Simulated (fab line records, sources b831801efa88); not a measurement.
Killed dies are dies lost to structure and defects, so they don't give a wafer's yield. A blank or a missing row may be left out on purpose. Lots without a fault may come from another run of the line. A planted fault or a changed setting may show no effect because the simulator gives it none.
Which tool did it? | flow gf180mcu | 6 lots, 16 wafers sampled, at 4 steps of a route of 602

WHAT THE GAUGES READ, wafer by wafer
GF_V5_THK_MEAS_25: measures by xrf.
lot  | measured     | on            | V5_W_THK (nm)
L811 | day 27 14:56 | film_metro-03 | 356 358 355
L814 | day 28 12:33 | film_metro-03 | 357 359 356
L817 | day 29 12:01 | film_metro-01 | 365 365 361
L823 | day 31 04:37 | film_metro-03 | 344
L827 | day 32 03:32 | film_metro-01 | 350 355 352
L830 | day 32 18:10 | film_metro-02 | 345 348 347

WHICH TOOL RAN EACH LOT (tool, then ch and the chambers of the sampled wafers, then the start)
lot  | GF_V2_CVD_00                     | GF_MIM_SPUTTER_00            | GF_MIM_SPUTTER_02
L811 | hdpcvd-02 ch 1,2, day 19 16:02   | pvd_sputter-04, day 24 20:50 | pvd_sputter-04, day 24 20:58
L814 | hdpcvd-02 ch 1,2, day 20 17:43   | pvd_sputter-04, day 25 19:43 | pvd_sputter-04, day 25 19:51
L817 | hdpcvd-02 ch 0,1,2, day 21 23:34 | pvd_sputter-04, day 26 20:04 | pvd_sputter-04, day 26 20:12
L823 | hdpcvd-02 ch 2, day 24 02:56     | pvd_sputter-02, day 28 17:11 | pvd_sputter-02, day 28 17:17
L827 | hdpcvd-01 ch 0,2, day 25 08:35   | pvd_sputter-01, day 29 19:18 | pvd_sputter-01, day 29 19:26
L830 | hdpcvd-01 ch 0,2, day 26 01:14   | pvd_sputter-04, day 30 11:37 | pvd_sputter-04, day 30 11:45
- GF_V2_CVD_00: deposits SiO2, target thk 600 nm, time 100 s.
- GF_MIM_SPUTTER_00: material Ti, target thk 37.5 nm, time 150 s.
- GF_MIM_SPUTTER_02: material AlCu, target thk 450 nm, time 23.9 s.

THE ANSWER, worked out from the rows above alone
Rule: what is usual is taken from the lots themselves. Put in order of their means at a reading, lots are off if they are a third of the lots or fewer, leave a main group of 4 or more, and stand apart from it by a gap of 3 or more times the standard deviation of the main group's means; of several such gaps the widest counts. A main group whose means are all the same, to the digits that the tables above print for the reading, isn't used. A lot without any number at a reading at which 4 lots or more have one is off too. The other lots that the step has rows for count as sound.
No lot is off at any reading shown: from this, nothing can be told.

WHAT THE SIMULATOR HAD PUT IN
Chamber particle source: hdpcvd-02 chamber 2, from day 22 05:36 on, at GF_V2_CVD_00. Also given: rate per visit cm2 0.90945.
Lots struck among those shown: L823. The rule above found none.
